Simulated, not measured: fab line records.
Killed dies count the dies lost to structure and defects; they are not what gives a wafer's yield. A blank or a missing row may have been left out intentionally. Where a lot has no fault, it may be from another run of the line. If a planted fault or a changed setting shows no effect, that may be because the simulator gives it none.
What tool caused it? ; flow sky130 ; 36 wafers sampled from 12 lots at 1 step of a route of 708

WHAT THE GAUGES READ, wafer by wafer
SKY_VIA1_BOW_MEAS_03. Usual: VIA1_BOW gives 80 um (standard deviation 6.5).
lot;measured;on;VIA1_BOW (um);flag
L330;day 32 11:28;film-metro-04;82 82 80;
L331;day 32 23:50;film-metro-03;81 71 72;
L332;day 34 17:14;film-metro-03;89 90 74;
L335;day 34 17:55;film-metro-04;89 77 96;
L343;day 37 06:31;film-metro-02;83 73 81;
L346;day 37 23:55;film-metro-02;82 82 70;
L347;day 38 00:30;film-metro-02;71 76 77;
L348;day 38 21:02;film-metro-04;80 81 65;
L349;day 39 01:28;film-metro-02;70 82 79;
L351;day 39 08:21;film-metro-04;72 79 80;
L350;day 39 09:27;film-metro-04;80 76 73;
L352;day 39 15:01;film-metro-02;79 74 79;

EACH LOT AND THE TOOL THAT RAN IT (in order: tool; ch and the chambers of the sampled wafers; start)
There is no process step in the record ahead of these readings.

WHAT THE TOOLS THEMSELVES READ (means of the sampled wafers that have a number; where no wafer has one, the mark that the record gives instead)
The record holds no such reading with a usual standard deviation.

THE ANSWER, worked out from the rows above alone
Rule: take the mean of a lot's wafers that have a number; if it is more than 3 standard deviations from the usual mean, the lot is off. Also off: a lot with no number at a reading for which 4 or more lots have one. Any other lot the step has rows for is counted as sound. The gauges are gone through in route order, then the tools' own readings, and for those a lot's mean is taken as printed above. The first step at which some lot is off is used, and at that step the reading that is off furthest; a lot without a number counts as furthest.
No lot is off on any of the readings shown, so nothing can be concluded from this.

WHAT THE SIMULATOR HAD INSERTED
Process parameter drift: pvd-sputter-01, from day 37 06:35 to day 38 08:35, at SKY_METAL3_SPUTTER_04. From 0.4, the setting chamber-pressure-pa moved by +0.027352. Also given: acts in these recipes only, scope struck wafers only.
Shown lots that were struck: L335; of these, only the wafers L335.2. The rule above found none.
